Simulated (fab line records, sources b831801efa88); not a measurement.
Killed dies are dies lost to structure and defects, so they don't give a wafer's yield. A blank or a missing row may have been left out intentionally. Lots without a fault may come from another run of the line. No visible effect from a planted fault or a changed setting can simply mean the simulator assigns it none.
A lot that was struck, set against a sound lot / flow sky130 / 15 steps out of a route of 708
Sound: the wafers L792.2, L792.4, L792.5. The struck wafers were L809.1, L809.3, L809.4. The cause is given at the end.
Per side, at each step with rows, come the tool, then ch with its chambers, and then its first start. Under that, the readings that differ: sound wafers / struck wafers / difference of the means / sigmas: that difference in standard deviations of wafers without a fault.
alike: same words and numbers on both sides, and readings whose means sit less than 2 such deviations apart. not compared: any withheld reading, any reading some wafer has no value for, any bound like >300 that may hide the same value, and any number with overlapping values for which the record gives no deviation.
Wherever a step has rows on one side only, a row that says differs or no value, or a row with sigmas, the two part there. Numbers that have no deviation but don't overlap get no sigmas and don't part them. Lack of a reading on every wafer of one side parts them only where that side has two or more wafers.

first, 8 steps without rows for these wafers: SKY_FIELD_ISO_DEHYDRATE_05 (time 60 s); SKY_FIELD_ISO_HMDS_06 (prime time 60 s); SKY_FIELD_ISO_COAT_07 (resist thk 60 nm); SKY_FIELD_ISO_COAT_08 (resist thk 450 nm); SKY_FIELD_ISO_SOFTBAKE_09 (time 90 s); SKY_FIELD_ISO_EXPOSE_10 (exposes mask FOM, target cd 150 nm); SKY_FIELD_ISO_PEB_11; SKY_FIELD_ISO_DEVELOP_12 (develop time 60 s).
SKY_FIELD_ISO_CD_MEAS_13: target cd 150 nm.
  sound: cd_sem-02 at day 2 08:50; struck: cd_sem-01 at day 5 21:11
  alike: cd_nm
SKY_FIELD_ISO_ETCH_14: etches BARC in N2/H2, stops on SiO2, time 45.9 s, target depth 60 nm.
  sound on rie_diel-03 ch 2,3, day 2 08:56; struck on rie_diel-01 ch 0,1,3, day 5 21:19
  alike: drypump_motor_current_A, oes_product_au, rf_fwd_power_W, throttle_valve_pct
  not compared: rf_hours_counter_h
SKY_FIELD_ISO_ETCH_15: etches the open film in CHF3/O2, stops on Si, target depth 180 nm, time 72 s.
  sound on rie_diel-03 ch 2,3, day 2 08:58; struck on rie_diel-01 ch 0,1,3, day 5 21:21
  alike: drypump_motor_current_A, oes_product_au, rf_fwd_power_W, throttle_valve_pct
  not compared: rf_hours_counter_h
SKY_FIELD_ISO_STRIP_16: strips in O2/N2.
  sound on plasma_asher-03 ch 0,1, day 2 09:02; struck on plasma_asher-04 ch 0,1, day 5 21:25
  alike: drypump_motor_current_A, oes_product_au, strip_time_to_endpoint_s
  not compared: rf_hours_counter_h
SKY_FIELD_ISO_ETCH_17: etches Si in HBr/Cl2/O2, target depth 342 nm, time 97.7 s.
  sound on rie_si-01 ch 1,2,3, day 2 09:08; struck on rie_si-01 ch 0,1,2, day 5 21:31
reading=HBr_flow_sccm (sccm); sound=150.8 150.1 151.0; struck=149.1 149.8 149.8; difference=-1.1; sigmas=-2
reading=oes_product_au (a.u.); sound=0.995 0.989 1.020; struck=1.063 1.063 1.032; difference=+0.051; sigmas=+5
reading=rf_fwd_power_W (W); sound=593.5 601.6 597.8; struck=693.8 694.2 693.9; difference=+96.3; sigmas=+46
reading=model.etch.depth_nm (nm); sound=340.6 336.1 352.8; struck=376.9 372.4 358.5; difference=+26.1; sigmas=
reading=model.FIELD_ISO.feature_depth_nm (nm); sound=340.6 336.1 352.8; struck=376.9 372.4 358.5; difference=+26.1; sigmas=
  alike: drypump_motor_current_A, throttle_valve_pct
  not compared: rf_hours_counter_h
then, 1 step without rows for these wafers: SKY_FIELD_ISO_WET_ETCH_18 (etches Si3N4 in H3PO4, target depth 25 nm, time 286 s).
-- here the record skips 44 days between the struck wafers' starts before and after, leaving off in module FIELD_ISO and picking up in module PAD_OPEN (first step shown: number 708 of the route) --
SKY_PAD_OPEN_PROBE_99:
  sound: prober-01 at day 46 02:32; struck: prober-02 at day 49 23:17
reading=killed_at_front_end; sound=19 22 18; struck=8 11 11; difference=-10; sigmas=-2
reading=model.etest.res_p_drift_20v.line_ohm_um; sound=1.068e+04 1.044e+04 1.143e+04; struck=1.663e+04 1.54e+04 1.381e+04; difference=+4.430e+03; sigmas=
reading=model.etest.res_p_drift_20v.rs_ohm_sq; sound=8973 8766 9578; struck=1.372e+04 1.288e+04 1.161e+04; difference=+3.631e+03; sigmas=
reading=model.etest.pfet_16v.r_on_ohm_um; sound=1.497e+04 1.476e+04 1.553e+04; struck=1.694e+04 1.644e+04 1.578e+04; difference=+1.300e+03; sigmas=
reading=model.etest.res_iso_pwell.line_ohm_um; sound=1112 1087 1202; struck=1420 1337 1239; difference=+198; sigmas=
reading=model.etest.res_nwell.line_ohm_um; sound=1110 1096 1144; struck=1235 1227 1159; difference=+90; sigmas=
reading=model.etest.res_nwell.rs_ohm_sq; sound=915 913.4 951.4; struck=1056 1021 977; difference=+91; sigmas=
reading=model.etest.pfet_16v.drive_ua_um; sound=249.2 252.2 244.6; struck=222.7 228.1 237.7; difference=-19.2; sigmas=
  alike: killed_at_M0_to_M3, killed_at_M4_up, killed_at_contacts, killed_at_other, killed_dies, killed_open, killed_short
  not compared: model.etest.res_iso_pwell.rs_ohm_sq

WHERE THEY PART
First at SKY_FIELD_ISO_ETCH_17; last, within this record, at SKY_PAD_OPEN_PROBE_99.

WHY: what the simulator had put in
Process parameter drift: rie_si-01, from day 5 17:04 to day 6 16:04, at SKY_FIELD_ISO_ETCH_17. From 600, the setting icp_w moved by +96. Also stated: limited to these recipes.
